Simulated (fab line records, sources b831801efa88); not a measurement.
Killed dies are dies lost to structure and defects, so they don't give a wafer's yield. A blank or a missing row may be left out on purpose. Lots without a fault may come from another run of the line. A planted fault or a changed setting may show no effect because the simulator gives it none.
Chamber matching | flow gf180mcu | GF_CONTACT_CMP_27 on cmp-02: 4 sister chambers
The step polishes, stops on SiO2, t overpolish 15 s, target thk 0 nm. 8 wafers are shown with their chamber, then 10 later ones without.

WAFERS WITH THEIR CHAMBER
wafer  | chamber | motor_current_A (A) | time_to_endpoint_s (s)
L571.4 | 1       | 10.1                | 71
L575.1 | 0       | 10.8                | 75
L575.4 | 1       | 10.3                | 74
L574.2 | 2       | 12.6                | 76
L574.3 | 3       | 10.9                | 74
L574.5 | 3       | 10.4                | 73
L577.1 | 2       | 12.2                | 79
L577.3 | 0       | 10.0                | 74

WAFERS WITHOUT THEIR CHAMBER
wafer  | motor_current_A (A) | time_to_endpoint_s (s)
L577.6 | 12.7                | 78
L578.1 | 9.8                 | 73
L578.2 | 12.1                | 74
L578.6 | 11.0                | 70
L579.1 | 10.4                | 69
L579.5 | 10.1                | 67
L579.6 | 10.4                | 73
L582.1 | 12.2                | 81
L582.5 | 10.3                | 68
L582.6 | 10.2                | 76

WHICH CHAMBER EACH WENT THROUGH
wafer  | from the rows above          | in truth
L577.6 | 2                            | 2
L578.1 | can't be placed: 1 or 0 or 3 | 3
L578.2 | can't be placed: 2 or 3      | 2
L578.6 | can't be placed: 3 or 1 or 0 | 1
L579.1 | can't be placed: 1 or 3 or 0 | 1
L579.5 | can't be placed: 1 or 3 or 0 | 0
L579.6 | can't be placed: 1 or 3 or 0 | 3
L582.1 | 2                            | 2
L582.5 | can't be placed: 1 or 3 or 0 | 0
L582.6 | can't be placed: 0 or 3 or 1 | 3
Placed correctly: 2 of 10. Can't be placed from these rows: 8 (the true chamber is among the candidates in 8). Placed wrongly: 0.
How it was worked out, from the rows above alone: a wafer's distance from a chamber is the root of the sum, over the readings, of the square of ((its reading less the chamber's mean) divided by the reading's scatter). The wafer belongs to the nearest chamber; if the next one is less than 2 further off, it can't be placed. A chamber's mean is the mean of its shown wafers. The scatter: the root of (the sum of the squares of (reading less its chamber's mean) over the shown wafers, divided by (wafers less chambers)).
